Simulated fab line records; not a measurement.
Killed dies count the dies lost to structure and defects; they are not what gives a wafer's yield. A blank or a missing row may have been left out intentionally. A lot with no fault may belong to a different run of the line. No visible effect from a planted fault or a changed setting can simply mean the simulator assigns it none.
fab line records | flow sky130
record: lots: 14 | wafers: 42 | last-day: 50
route steps=708 shown LI_CONTACT@384 LOCAL_INTERCONNECT@398 CONTACT@411
lots that met no fault: from a run of the same line without faults
start-h: start of the lot's first displayed wafer, in hours after the record's first day | wait-h: hours elapsed since this lot's preceding step | " repeats the value in the row above | L1.1+2: a row that stands for several wafers | - value missing, or start not given | * or withheld: withheld | < > ~ a bound
route shown NAME@n: a module of which the file shows steps, and the number in the route of the first | usual: average and standard deviation across the fault-free wafers | same: alike in all rows | chamber/n: place in a boat | sites: readings site by site | _std_site: how widely they spread, as a standard deviation | _edge_site: mean of outer sites minus mean of inner sites | radius-mm: how far each site lies from the wafer's centre | mask NAME#n: copy n | behind: the last tool/chamber to shape the wafer | hold: what put the lot on hold/how long, in hours/how the hold closed | device: transistor that didn't switch, given as n, p or np | end of line: the route-end tests of the same wafers | a step with no rows: only its recipe | killed: not the wafer's yield, but the dies lost to structure and defects at the first sort | map: per-die view of a wafer (x killed, . not killed, _ where there is no die)
set.NAME: the setting as run; set.NAME@STEP: as run at that earlier step | model.NAME: the simulator's own value behind a step, which no gauge read
the route's steps for a sample of lots (tables are steps, rows are wafers)
services: the hour from which a tool's chamber was out of use, counted from the record's first day as start-h (under 0 if before that day), plus the number of hours and why
== steps ==
step: SKY_LI_CONTACT_RS_MEAS_22
recipe: thk-meas-gauge: four-point-probe | reads: W_of_LI_CONTACT_CVD_21+TiN_of_LI_CONTACT_SPUTTER_20+Ti_of_LI_CONTACT_SPUTTER_19
usual: LI_CONTACT_W_RS: 0.284/0.0054
lot.wafer | tool          | chamber | start-h | wait-h | LI_CONTACT_W_RS[ohm/sq]
L739.3    | film-metro-04 | -       | 675.93  | 0.1    | 0.279
L739.4    | "             | -       | "       | "      | 0.287
L739.5    | "             | -       | "       | "      | 0.272
L741.1    | film-metro-03 | -       | 687.42  | 0.1    | 0.289
L741.2    | "             | -       | "       | "      | 0.287
L741.4    | "             | -       | "       | "      | 0.286
L742.4    | film-metro-01 | -       | 701.53  | 0.1    | 0.283
L742.5    | "             | -       | "       | "      | 0.272
L742.6    | "             | -       | "       | "      | 0.283
L743.2    | film-metro-03 | -       | 710.14  | 0.1    | 0.289
L743.5    | "             | -       | "       | "      | 0.290
L743.6    | "             | -       | "       | "      | 0.289
L745.1    | film-metro-03 | -       | 719.53  | 0.1    | 0.287
L745.2    | "             | -       | "       | "      | 0.275
L745.6    | "             | -       | "       | "      | 0.276
L744.1    | film-metro-01 | -       | 723.24  | 0.1    | 0.284
L744.2    | "             | -       | "       | "      | 0.279
L744.4    | "             | -       | "       | "      | 0.277
L749.2    | film-metro-03 | -       | 768.29  | 0.2    | 0.286
L749.3    | "             | -       | "       | "      | 0.285
L749.4    | "             | -       | "       | "      | 0.283
L754.1    | film-metro-04 | -       | 814.78  | 0.1    | 0.277
L754.4    | "             | -       | "       | "      | 0.283
L754.5    | "             | -       | "       | "      | 0.274
L752.1    | film-metro-04 | -       | 823.32  | 0.1    | 0.292
L752.3    | "             | -       | "       | "      | 0.292
L752.6    | "             | -       | "       | "      | 0.294
L753.2    | film-metro-01 | -       | 825.22  | 0.1    | 0.280
L753.3    | "             | -       | "       | "      | 0.287
L753.6    | "             | -       | "       | "      | 0.283
L756.1    | film-metro-03 | -       | 832.03  | 0.1    | 0.297
L756.2    | "             | -       | "       | "      | 0.280
L756.3    | "             | -       | "       | "      | 0.291
L757.1    | film-metro-01 | -       | 833.52  | 0.1    | 0.281
L757.3    | "             | -       | "       | "      | 0.281
L757.6    | "             | -       | "       | "      | 0.282
L758.2    | film-metro-01 | -       | 839.82  | 0.1    | 0.291
L758.4    | "             | -       | "       | "      | 0.281
L758.6    | "             | -       | "       | "      | 0.290
L760.1    | film-metro-01 | -       | 851.03  | 0.1    | 0.280
L760.5    | "             | -       | "       | "      | 0.286
L760.6    | "             | -       | "       | "      | 0.277
step: SKY_LOCAL_INTERCONNECT_CD_MEAS_11
recipe: target-cd-nm: 170
usual: cd-nm: 169.6/1.2
lot.wafer | tool      | chamber | start-h | wait-h | cd-nm
L739.3    | cd-sem-02 | -       | 704.18  | -      | 172.7
L739.4    | "         | -       | "       | "      | 171.1
L739.5    | "         | -       | "       | "      | 171.6
L741.1    | cd-sem-02 | -       | 715.75  | -      | 170.8
L741.2    | "         | -       | "       | "      | 168.5
L741.4    | "         | -       | "       | "      | 170.4
L742.4    | cd-sem-02 | -       | 730.16  | -      | 168.0
L742.5    | "         | -       | "       | "      | 166.1
L742.6    | "         | -       | "       | "      | 166.3
L743.2    | cd-sem-02 | -       | 738.97  | -      | 169.7
L743.5    | "         | -       | "       | "      | 170.3
L743.6    | "         | -       | "       | "      | 169.9
L745.1    | cd-sem-01 | -       | 747.30  | -      | 169.8
L745.2    | "         | -       | "       | "      | 169.0
L745.6    | "         | -       | "       | "      | 169.0
L744.1    | cd-sem-02 | -       | 750.85  | -      | 168.2
L744.2    | "         | -       | "       | "      | 169.5
L744.4    | "         | -       | "       | "      | 170.4
L749.2    | cd-sem-01 | -       | 795.67  | -      | 168.4
L749.3    | "         | -       | "       | "      | 170.3
L749.4    | "         | -       | "       | "      | 170.9
L754.1    | cd-sem-01 | -       | 841.40  | -      | 170.6
L754.4    | "         | -       | "       | "      | 169.4
L754.5    | "         | -       | "       | "      | 168.6
L752.1    | cd-sem-01 | -       | 849.46  | -      | 170.7
L752.3    | "         | -       | "       | "      | 171.1
L752.6    | "         | -       | "       | "      | 172.0
L753.2    | cd-sem-02 | -       | 851.77  | -      | 169.6
L753.3    | "         | -       | "       | "      | 169.9
L753.6    | "         | -       | "       | "      | 170.1
L756.1    | cd-sem-02 | -       | 858.32  | -      | 169.4
L756.2    | "         | -       | "       | "      | 168.2
L756.3    | "         | -       | "       | "      | 168.5
L757.1    | cd-sem-02 | -       | 860.10  | -      | 169.8
L757.3    | "         | -       | "       | "      | 170.4
L757.6    | "         | -       | "       | "      | 170.1
L758.2    | cd-sem-02 | -       | 866.26  | -      | 172.0
L758.4    | "         | -       | "       | "      | 171.1
L758.6    | "         | -       | "       | "      | 170.3
L760.1    | cd-sem-01 | -       | 877.30  | -      | 169.4
L760.5    | "         | -       | "       | "      | 170.8
L760.6    | "         | -       | "       | "      | 169.8
step: SKY_CONTACT_BOW_MEAS_05
recipe: mode: bow
usual: CONTACT_BOW: 81/7.6
lot.wafer | tool          | chamber | start-h | wait-h | CONTACT_BOW[um]
L739.3    | film-metro-02 | -       | 705.58  | 0.2    | 96
L739.4    | "             | -       | "       | "      | 85
L739.5    | "             | -       | "       | "      | 81
L741.1    | film-metro-04 | -       | 717.14  | 0.2    | 92
L741.2    | "             | -       | "       | "      | 82
L741.4    | "             | -       | "       | "      | 82
L742.4    | film-metro-02 | -       | 731.58  | 0.2    | 74
L742.5    | "             | -       | "       | "      | 75
L742.6    | "             | -       | "       | "      | 78
L743.2    | film-metro-03 | -       | 740.47  | 0.3    | 75
L743.5    | "             | -       | "       | "      | 74
L743.6    | "             | -       | "       | "      | 74
L745.1    | film-metro-04 | -       | 749.15  | 0.2    | 82
L745.2    | "             | -       | "       | "      | 73
L745.6    | "             | -       | "       | "      | 79
L744.1    | film-metro-02 | -       | 752.67  | 0.2    | 90
L744.2    | "             | -       | "       | "      | 87
L744.4    | "             | -       | "       | "      | 79
L749.2    | film-metro-02 | -       | 797.10  | 0.3    | 85
L749.3    | "             | -       | "       | "      | 82
L749.4    | "             | -       | "       | "      | 88
L754.1    | film-metro-02 | -       | 842.82  | 0.2    | 77
L754.4    | "             | -       | "       | "      | 76
L754.5    | "             | -       | "       | "      | 77
L752.1    | film-metro-03 | -       | 850.85  | 0.1    | 79
L752.3    | "             | -       | "       | "      | 81
L752.6    | "             | -       | "       | "      | 76
L753.2    | film-metro-03 | -       | 853.31  | 0.1    | 83
L753.3    | "             | -       | "       | "      | 84
L753.6    | "             | -       | "       | "      | 96
L756.1    | film-metro-02 | -       | 859.74  | 0.1    | 87
L756.2    | "             | -       | "       | "      | 85
L756.3    | "             | -       | "       | "      | 78
L757.1    | film-metro-03 | -       | 861.49  | 0.2    | 62
L757.3    | "             | -       | "       | "      | 81
L757.6    | "             | -       | "       | "      | 82
L758.2    | film-metro-04 | -       | 867.64  | 0.2    | 74
L758.4    | "             | -       | "       | "      | 75
L758.6    | "             | -       | "       | "      | 81
L760.1    | film-metro-02 | -       | 878.84  | 0.2    | 87
L760.5    | "             | -       | "       | "      | 89
L760.6    | "             | -       | "       | "      | 71
step: SKY_CONTACT_ETCH_18
recipe: target: Si3N4 | chemistry: CHF3/O2 | stop-on: TiN | source-w: 600 | bias-w: 200 | pressure-mtorr: 40 | chf3-flow-sccm: 50 | O2_flow_sccm: 5 | time-s: 39 | target-depth-a: 750
usual: O2_flow_sccm: 4.999/0.015 | bias-w: 200.0/0.62 | drypump-motor-current-A: 5.6/0.52 | oes-product-au: 0.856/0.0087 | throttle-valve-pct: 8.794/0.0094
lot.wafer | tool        | chamber | start-h | wait-h | O2_flow_sccm | bias-w | drypump-motor-current-A | oes-product-au | rf-hours-counter-h | throttle-valve-pct
L739.3    | rie-diel-04 | 3       | 733     | -      | 4.977        | 199.4  | 4.9                     | 0.854          | 1                  | 8.793
L739.4    | "           | 0       | "       | "      | 4.981        | 200.4  | 6.0                     | 0.873          | 17                 | 8.801
L739.5    | "           | 0       | "       | "      | 4.991        | 199.7  | 6.0                     | 0.869          | -                  | 8.803
L741.1    | rie-diel-04 | 2       | 744     | -      | 4.999        | 199.9  | 5.6                     | 0.854          | 6                  | 8.797
L741.2    | "           | 3       | "       | "      | 5.001        | 199.8  | 4.9                     | 0.855          | 2                  | 8.788
L741.4    | "           | 0       | "       | "      | 5.013        | 199.0  | 6.0                     | 0.851          | 17                 | 8.793
L742.4    | rie-diel-03 | 3       | 759     | -      | 5.000        | 199.4  | 5.3                     | 0.867          | -                  | 8.798
L742.5    | "           | 1       | "       | "      | 5.004        | 199.6  | 5.0                     | 0.857          | -                  | 8.772
L742.6    | "           | 2       | "       | "      | 5.001        | 200.4  | 4.8                     | 0.859          | -                  | 8.802
L743.2    | rie-diel-04 | 0       | 768     | -      | 5.003        | 199.7  | 6.0                     | 0.855          | 18                 | 8.806
L743.5    | "           | 2       | "       | "      | 5.015        | 200.6  | 5.6                     | 0.861          | -                  | 8.799
L743.6    | "           | 1       | "       | "      | 5.005        | 201.5  | 5.6                     | 0.870          | -                  | 8.804
L745.1    | rie-diel-01 | 2       | 776     | -      | 5.011        | 200.6  | 5.7                     | 0.850          | 8                  | 8.793
L745.2    | "           | 3       | "       | "      | 5.007        | 200.4  | 5.8                     | 0.851          | 7                  | 8.794
L745.6    | "           | 1       | "       | "      | 4.990        | 200.3  | 6.4                     | 0.860          | -                  | 8.804
L744.1    | rie-diel-04 | 2       | 779     | -      | 4.983        | 200.7  | 5.6                     | 0.850          | 8                  | 8.792
L744.2    | "           | 0       | "       | "      | 5.003        | 199.7  | 6.0                     | 0.860          | 18                 | 8.800
L744.4    | "           | 1       | "       | "      | 4.989        | 199.5  | 5.6                     | 0.869          | 20                 | 8.776
L749.2    | rie-diel-03 | 2       | 824     | -      | 4.998        | 200.1  | 4.8                     | 0.856          | 14                 | 8.788
L749.3    | "           | 1       | "       | "      | 5.000        | 200.0  | 5.0                     | 0.868          | 13                 | 8.783
L749.4    | "           | 3       | "       | "      | 5.003        | 199.9  | 5.2                     | 0.863          | 14                 | 8.802
L754.1    | rie-diel-04 | 3       | 868     | -      | 4.992        | 199.9  | 4.9                     | 0.864          | 5                  | 8.797
L754.4    | "           | 2       | "       | "      | 4.991        | 199.8  | 5.6                     | 0.854          | 11                 | 8.802
L754.5    | "           | 2       | "       | "      | 5.003        | 199.7  | 5.6                     | 0.864          | -                  | 8.799
L752.1    | rie-diel-03 | 2       | 876     | -      | 5.007        | 199.5  | 4.8                     | 0.848          | 16                 | 8.796
L752.3    | "           | 3       | "       | "      | 4.991        | 200.6  | 5.3                     | 0.838          | 15                 | 8.789
L752.6    | "           | 0       | "       | "      | 5.013        | 199.0  | 6.1                     | 0.856          | -                  | 8.799
L753.2    | rie-diel-04 | 3       | 879     | -      | 5.019        | 199.4  | 4.9                     | 0.847          | 6                  | 8.785
L753.3    | "           | 0       | "       | "      | 4.982        | 199.3  | 6.0                     | 0.849          | 21                 | 8.785
L753.6    | "           | 0       | "       | "      | 5.001        | 199.1  | 6.0                     | 0.849          | -                  | 8.805
L756.1    | rie-diel-03 | 0       | 886     | -      | 5.006        | 199.8  | 6.1                     | 0.853          | 14                 | 8.791
L756.2    | "           | 3       | "       | "      | 4.979        | 200.3  | 5.3                     | 0.866          | 15                 | 8.797
L756.3    | "           | 2       | "       | "      | 5.000        | 200.1  | 4.8                     | 0.862          | 16                 | 8.787
L757.1    | rie-diel-01 | 0       | 887     | -      | 5.018        | 199.6  | 6.6                     | 0.855          | 20                 | 8.792
L757.3    | "           | 3       | "       | "      | 5.005        | 200.8  | 5.8                     | 0.856          | 10                 | 8.804
L757.6    | "           | 0       | "       | "      | 5.013        | 199.7  | 6.6                     | 0.863          | -                  | 8.799
L758.2    | rie-diel-01 | 3       | 893     | -      | 5.009        | 200.2  | 5.7                     | 0.852          | 11                 | 8.767
L758.4    | "           | 0       | "       | "      | 5.011        | 199.3  | 6.6                     | 0.848          | 20                 | 8.797
L758.6    | "           | 1       | "       | "      | 4.998        | 200.3  | 6.3                     | 0.857          | -                  | 8.801
L760.1    | rie-diel-03 | 1       | 905     | -      | 4.974        | 198.9  | 5.0                     | 0.838          | 15                 | 8.792
L760.5    | "           | 0       | "       | "      | 4.984        | 198.7  | 6.1                     | 0.849          | -                  | 8.795
L760.6    | "           | 3       | "       | "      | 5.003        | 200.1  | 5.2                     | 0.852          | -                  | 8.790
step: SKY_CONTACT_STRIP_19
recipe: chemistry: O2/N2 | power-w: 1400 | pressure-mtorr: 1500 | platen-temp-c: withheld | o2-flow-sccm: 3000 | n2-flow-sccm: 300 | overash-fraction: 0.5
usual: drypump-motor-current-A: 6.10/0.29 | o2-flow-sccm: 2997/9.1 | oes-product-au: 0.380/0.0043 | strip-time-to-endpoint-s: 3.614/0.025
same: overash-fraction: 0.5
lot.wafer | tool            | chamber | start-h | wait-h | drypump-motor-current-A | o2-flow-sccm | oes-product-au | rf-hours-counter-h | strip-time-to-endpoint-s
L739.3    | plasma-asher-03 | 0       | 733.78  | -      | 5.68                    | 2994         | 0.377          | -                  | 3.672
L739.4    | "               | 1       | "       | "      | 6.30                    | 2996         | 0.375          | -                  | 3.619
L739.5    | "               | 1       | "       | "      | 6.27                    | 2999         | 0.378          | -                  | 3.620
L741.1    | plasma-asher-03 | 1       | 744.60  | -      | 6.35                    | 3007         | 0.381          | 32                 | 3.612
L741.2    | "               | 0       | "       | "      | 5.66                    | 3000         | 0.380          | 32                 | 3.629
L741.4    | "               | 1       | "       | "      | 6.31                    | 2998         | 0.381          | -                  | 3.626
L742.4    | plasma-asher-02 | 1       | 759.21  | -      | 6.18                    | 3007         | 0.384          | -                  | 3.597
L742.5    | "               | 0       | "       | "      | 5.85                    | 3004         | 0.376          | -                  | 3.608
L742.6    | "               | 1       | "       | "      | 6.16                    | 3010         | 0.383          | -                  | 3.611
L743.2    | plasma-asher-03 | 1       | 768.04  | -      | 6.34                    | 2987         | 0.383          | 35                 | 3.641
L743.5    | "               | 1       | "       | "      | 6.38                    | 2983         | 0.382          | -                  | 3.673
L743.6    | "               | 0       | "       | "      | 5.68                    | 3003         | 0.378          | -                  | 3.583
L745.1    | plasma-asher-03 | 0       | 776.14  | -      | 5.67                    | 2998         | 0.377          | 35                 | 3.594
L745.2    | "               | 1       | "       | "      | 6.37                    | 3005         | 0.373          | 35                 | 3.586
L745.6    | "               | 1       | "       | "      | 6.37                    | 3004         | 0.381          | -                  | 3.586
L744.1    | plasma-asher-02 | 0       | 779.74  | -      | 5.81                    | 2982         | 0.380          | 93                 | 3.604
L744.2    | "               | 1       | "       | "      | 6.16                    | 2999         | 0.374          | 93                 | 3.581
L744.4    | "               | 0       | "       | "      | 5.85                    | 2995         | 0.380          | -                  | 3.573
L749.2    | plasma-asher-01 | 1       | 824.75  | -      | 6.40                    | 3007         | 0.383          | 72                 | 3.619
L749.3    | "               | 0       | "       | "      | 6.27                    | 3005         | 0.380          | -                  | 3.612
L749.4    | "               | 1       | "       | "      | 6.38                    | 2999         | 0.382          | -                  | 3.581
L754.1    | plasma-asher-03 | 1       | 868.94  | -      | 6.34                    | 2988         | 0.391          | 45                 | 3.806
L754.4    | "               | 1       | "       | "      | 6.37                    | 3003         | 0.391          | -                  | 3.811
L754.5    | "               | 0       | "       | "      | 5.66                    | 2999         | 0.387          | -                  | 3.819
L752.1    | plasma-asher-03 | 0       | 876.34  | -      | 5.63                    | 2984         | 0.383          | 46                 | 3.608
L752.3    | "               | 0       | "       | "      | 5.64                    | 2992         | 0.373          | -                  | 3.605
L752.6    | "               | 1       | "       | "      | 6.35                    | 2992         | 0.380          | -                  | 3.582
L753.2    | plasma-asher-01 | 0       | 879.39  | -      | 6.27                    | 2997         | 0.390          | 76                 | 3.775
L753.3    | "               | 1       | "       | "      | 6.39                    | 3014         | 0.390          | -                  | 3.759
L753.6    | "               | 0       | "       | "      | 6.31                    | 3017         | 0.385          | -                  | 3.748
L756.1    | plasma-asher-01 | 1       | 886.10  | -      | 6.40                    | 2996         | 0.377          | 77                 | 3.586
L756.2    | "               | 0       | "       | "      | 6.30                    | 2995         | 0.380          | 77                 | 3.606
L756.3    | "               | 1       | "       | "      | 6.43                    | 2996         | 0.383          | -                  | 3.593
L757.1    | plasma-asher-03 | 1       | 887.92  | -      | 6.31                    | 2996         | 0.382          | 47                 | 3.635
L757.3    | "               | 1       | "       | "      | 6.35                    | 2977         | 0.384          | -                  | 3.588
L757.6    | "               | 1       | "       | "      | 6.32                    | 2987         | 0.383          | -                  | 3.626
L758.2    | plasma-asher-03 | 0       | 893.37  | -      | 5.65                    | 3005         | 0.388          | 48                 | 3.649
L758.4    | "               | 1       | "       | "      | 6.32                    | 2991         | 0.378          | -                  | 3.651
L758.6    | "               | 0       | "       | "      | 5.64                    | 3005         | 0.377          | -                  | 3.651
L760.1    | plasma-asher-01 | 0       | 905.47  | -      | 6.32                    | 2996         | 0.374          | 79                 | 3.620
L760.5    | "               | 1       | "       | "      | 6.35                    | 2999         | 0.377          | -                  | 3.576
L760.6    | "               | 0       | "       | "      | 6.30                    | 2990         | 0.383          | -                  | 3.604
== services ==
tool            | chamber | start-h | hours | kind
rie-diel-03     | -       | 712.03  | 15.6  | pm
rie-diel-01     | -       | 745.65  | 2.8   | pm
plasma-asher-01 | -       | 750.55  | 6.6   | repair
rie-diel-03     | 0       | 753.09  | 7.5   | repair
rie-diel-04     | 3       | 757.67  | 8.2   | repair
plasma-asher-03 | -       | 772.82  | 2.4   | repair
plasma-asher-01 | -       | 774.90  | 15.6  | pm
rie-diel-03     | 1       | 790.67  | 6.4   | repair
plasma-asher-03 | -       | 840.66  | 1.6   | repair
plasma-asher-01 | -       | 861.32  | 14.2  | pm
rie-diel-04     | 0       | 870.81  | 1.3   | repair
rie-diel-03     | 1       | 882.30  | 14.7  | repair
rie-diel-01     | 2       | 894.96  | 6.7   | repair
plasma-asher-02 | -       | 897.75  | 12.4  | repair
rie-diel-04     | 1       | 900.85  | 2.5   | repair
plasma-asher-01 | -       | 902.30  | 0.4   | repair
rie-diel-01     | 3       | 903.34  | 3.1   | repair
== key ==
first-sign: step: SKY_CONTACT_STRIP_19 | reading: strip-time-to-endpoint-s | direction: up | sigmas: 7 | usual: * | struck: *
effect none on later readings
met-at SKY_CONTACT_ETCH_18
struck-lots L753,L754
sort-left-out L754.1,L754.4,L754.5
tester-left-out L753,L754
not-acting-at SKY_LI_CONTACT_RS_MEAS_22,SKY_LOCAL_INTERCONNECT_CD_MEAS_11,SKY_CONTACT_BOW_MEAS_05
onset-between 779 868
fault: kind: process-parameter-drift | tool: rie-diel-04 | chamber: - | onset-h: 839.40 | steps: SKY_CONTACT_ETCH_18 | channel: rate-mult | offset: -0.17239 | shape: step | end-h: 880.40
tester-left-out: of these lots the tester's yield and bins aren't shown, on N5 and GAA mostly nor the transistor test; their killed dies are dies lost to structure and defects alone, not to doping, threshold or leakage, so they don't give the yield
sort-left-out: the simulated sort isn't trusted on such a fault, so these wafers' sort isn't shown, and their yield isn't known
